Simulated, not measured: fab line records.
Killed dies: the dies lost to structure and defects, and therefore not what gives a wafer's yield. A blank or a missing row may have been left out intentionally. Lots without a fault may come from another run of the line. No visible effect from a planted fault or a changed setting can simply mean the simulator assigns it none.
Comparing a struck lot with a sound one :: flow sky130 :: 36 steps out of a route of 708
Sound: these wafers, L160.1, L160.3, L160.5. Wafers struck: L163.1, L163.2, L163.5. At the end, the cause is stated.
Each step with rows lists, per side, the tool, then ch with its chambers, then its first start. Under that, the readings that differ: sound wafers :: struck wafers :: difference of the means :: sigmas: that difference in standard deviations of wafers without a fault.
alike: words and numbers the same on both sides, and readings whose means are apart by under 2 such deviations; not compared: readings that were withheld, readings missing a value for some wafer, numbers with overlapping values and no deviation given by the record, and bounds like >300 which may hide the same value.
A row with sigmas, a row that says differs or no value, or rows on one side alone: a step with any of these is where the two part. When numbers do not overlap yet have no deviation, they are printed without sigmas and do not part them. A reading that every wafer of one side lacks parts them only if that side has two wafers or more.

first, 2 steps without rows for these wafers: SKY_SD_N_IMPLANT_10; SKY_SD_N_STRIP_11 (strips in O2/N2).
SKY_SD_N_TW_MEAS_12:
  struck on filmMetro-02, day 30 20:08; sound on filmMetro-04, day 29 20:52
  alike: SD_N_TW
then, 1 step without rows for these wafers: SKY_SD_N_CLEAN_13 (cleans in SC1/SC2, time 150 s).
SKY_SD_N_RTA_14: time 2 s.
  sound on rtpAnneal-02 ch 0, day 29 20:58; struck on rtpAnneal-01 ch 0, day 30 20:14
  alike: lampPowerPct, wafer_temp_C_max
SKY_SD_N_RS_MEAS_16: a four-point-probe measurement.
  struck on filmMetro-04, day 30 20:25; sound on filmMetro-02, day 29 21:08
  alike: SD_N_RS
SKY_SD_N_RS_MEAS_17: a four-point-probe measurement.
  struck on filmMetro-04, day 30 20:32; sound on filmMetro-02, day 29 21:16
  alike: SD_P_RS
SKY_SD_N_RS_MEAS_18: a four-point-probe measurement.
  struck on filmMetro-04, day 30 20:40; sound on filmMetro-02, day 29 21:23
  alike: RES_XHIGH_RS
then, 2 steps without rows for these wafers: SKY_SALICIDE_CLEAN_00 (cleans in HF-last, time 30 s); SKY_LI_CONTACT_HDPCVD_00 (deposits PSG, target thk 930 nm, time 155 s).
SKY_LI_CONTACT_THK_MEAS_01:
  struck on filmMetro-02, day 30 20:53; sound on filmMetro-04, day 29 21:37
  alike: LI_CONTACT_HDPCVD_THK
SKY_LI_CONTACT_CMP_02: polishes PSG.
  sound on cmp-01 ch 0,2,3, day 29 21:47; struck on cmp-01 ch 1,3, day 30 21:00
reading: model.PSG_of_LI_CONTACT_HDPCVD_00.thkNm (nm)
sound: 596.4 597.4 596.8
struck: 656.3 657.1 656
difference: +59.6
sigmas: 
  alike: edgeZonePressureFrac, motorCurrentA, timeToEndpointS
SKY_LI_CONTACT_BOW_MEAS_03:
  struck on filmMetro-04, day 30 21:15; sound on filmMetro-02, day 29 21:59
  alike: LI_CONTACT_BOW
then, 8 steps without rows for these wafers: SKY_LI_CONTACT_DEHYDRATE_04 (time 60 s); SKY_LI_CONTACT_HMDS_05 (prime time 60 s); SKY_LI_CONTACT_COAT_06 (resist thk 60 nm); SKY_LI_CONTACT_COAT_07 (resist thk 450 nm); SKY_LI_CONTACT_SOFTBAKE_08 (time 90 s); SKY_LI_CONTACT_EXPOSE_09 (exposes mask LICM1, target cd 170 nm); SKY_LI_CONTACT_PEB_10; SKY_LI_CONTACT_DEVELOP_11 (develop time 60 s).
SKY_LI_CONTACT_CD_MEAS_12: the cd target is 170 nm.
  struck on cdSem-02, day 32 00:41; sound on cdSem-02, day 31 01:48
  alike: cdNm
SKY_LI_CONTACT_OVL_MEAS_13:
  struck on overlay-02, day 32 00:49; sound on overlay-01, day 31 01:55
  alike: LI_CONTACT_OVL
then, 1 step without rows for these wafers: SKY_LI_CONTACT_ETCH_14 (etches BARC in N2/H2, stops on SiO2, time 45.9 s, target depth 60 nm).
SKY_LI_CONTACT_ETCH_15: etches PSG in C4F8/O2/Ar, stops on Si, target depth 600 nm.
  sound on rieDiel-04 ch 1,2, day 31 02:00; struck on rieDiel-03 ch 2,3, day 32 00:53
reading: oesProductAu (a.u.)
sound: 0.836 0.835 0.831
struck: 0.888 0.882 0.883
difference: +0.050
sigmas: +12

reading: model.etch.depthNm (nm)
sound: 596.4 597.4 596.8
struck: 656.3 657.1 656
difference: +59.6
sigmas: 

reading: model.LI_CONTACT.featureDepthNm (nm)
sound: 596.4 597.4 596.8
struck: 656.3 657.1 656
difference: +59.6
sigmas: 
SKY_LI_CONTACT_STRIP_16: strips in O2/N2.
  sound on plasmaAsher-04 ch 1, day 31 02:05; struck on plasmaAsher-04 ch 0,1, day 32 00:58
  alike: drypumpMotorCurrentA, oesProductAu, stripTimeToEndpointS
  not compared: rfHoursCounterH
then, 2 steps without rows for these wafers: SKY_LI_CONTACT_CLEAN_17 (cleans in NMP, time 600 s); SKY_LI_CONTACT_PRE_CLEAN_18 (time 5.6 s).
SKY_LI_CONTACT_SPUTTER_19: material Ti, target thk 20 nm, time 106.37 s.
  struck on pvdSputter-01, day 32 01:26; sound on pvdSputter-01, day 31 02:23
  alike: throttleValvePct
SKY_LI_CONTACT_SPUTTER_20: material TiN, target thk 20 nm, time 80 s.
  struck on pvdSputter-01, day 32 01:31; sound on pvdSputter-01, day 31 02:28
  alike: throttleValvePct
then, 1 step without rows for these wafers: SKY_LI_CONTACT_CVD_21 (deposits W, target thk 400 nm, time 120.56 s).
SKY_LI_CONTACT_RS_MEAS_22: a four-point-probe measurement.
  struck on filmMetro-04, day 32 01:42; sound on filmMetro-02, day 31 02:38
  alike: LI_CONTACT_W_RS
SKY_LI_CONTACT_THK_MEAS_23: measures by xrf.
  struck on filmMetro-04, day 32 01:49; sound on filmMetro-02, day 31 02:46
  alike: LI_CONTACT_W_THK
SKY_LI_CONTACT_CMP_24: polishes, stops on PSG, t overpolish 20 s, target thk 0 nm.
  sound on cmp-01 ch 1,2, day 31 02:49; struck on cmp-01 ch 0,2,3, day 32 02:16
reading: model.PSG_of_LI_CONTACT_HDPCVD_00.thkNm (nm)
sound: 587 587.9 587.3
struck: 646.8 647.7 646.5
difference: +59.6
sigmas: 
  alike: edgeZonePressureFrac, motorCurrentA
SKY_LOCAL_INTERCONNECT_SPUTTER_00: material TiN, target thk 100 nm, time 83.3 s.
  struck on pvdSputter-03, day 32 02:31; sound on pvdSputter-03, day 31 03:07
  alike: throttleValvePct
-- a jump in the record: the struck wafers' starts before and after are 16 days apart (it breaks off in module LOCAL_INTERCONNECT and resumes in module PAD_OPEN, where the first step shown is number 708 of the route) --
SKY_PAD_OPEN_PROBE_99:
  struck on prober-01, day 47 21:30; sound on prober-02, day 47 03:16
reading: model.etest.liconPdiff.rcOhm
sound: 587.1 584.3 571.2
struck: 603.6 622.2 625.4
difference: +36.2
sigmas: 

reading: model.etest.liconNdiff.rcOhm
sound: 178.1 176.4 182.4
struck: 190.3 190.2 197.8
difference: +13.8
sigmas: 

reading: model.etest.capLiToPoly.cAfUm2
sound: 96.82 95.83 96.03
struck: 83.95 81.83 85.07
difference: -12.61
sigmas: 

reading: model.etest.capLiToWell.cAfUm2
sound: 35.7 36.96 37.78
struck: 34.24 34.37 34.27
difference: -2.52
sigmas: 
  alike: killed_at_M0_to_M3, killed_at_M4_up, killedAtContacts, killedAtFrontEnd, killedAtOther, killedDies, killedOnRim, killedOpen, killedShort
  not compared: model.etest.liconPoly.rcOhm

## WHERE THEY PART
Only at SKY_LI_CONTACT_ETCH_15, as far as this record shows. Later steps at which nothing parts them and some readings are alike: SKY_LI_CONTACT_STRIP_16, SKY_LI_CONTACT_SPUTTER_19, SKY_LI_CONTACT_SPUTTER_20, SKY_LI_CONTACT_RS_MEAS_22, SKY_LI_CONTACT_THK_MEAS_23, SKY_LI_CONTACT_CMP_24, SKY_LOCAL_INTERCONNECT_SPUTTER_00, SKY_PAD_OPEN_PROBE_99.

WHY: the cause the simulator had injected
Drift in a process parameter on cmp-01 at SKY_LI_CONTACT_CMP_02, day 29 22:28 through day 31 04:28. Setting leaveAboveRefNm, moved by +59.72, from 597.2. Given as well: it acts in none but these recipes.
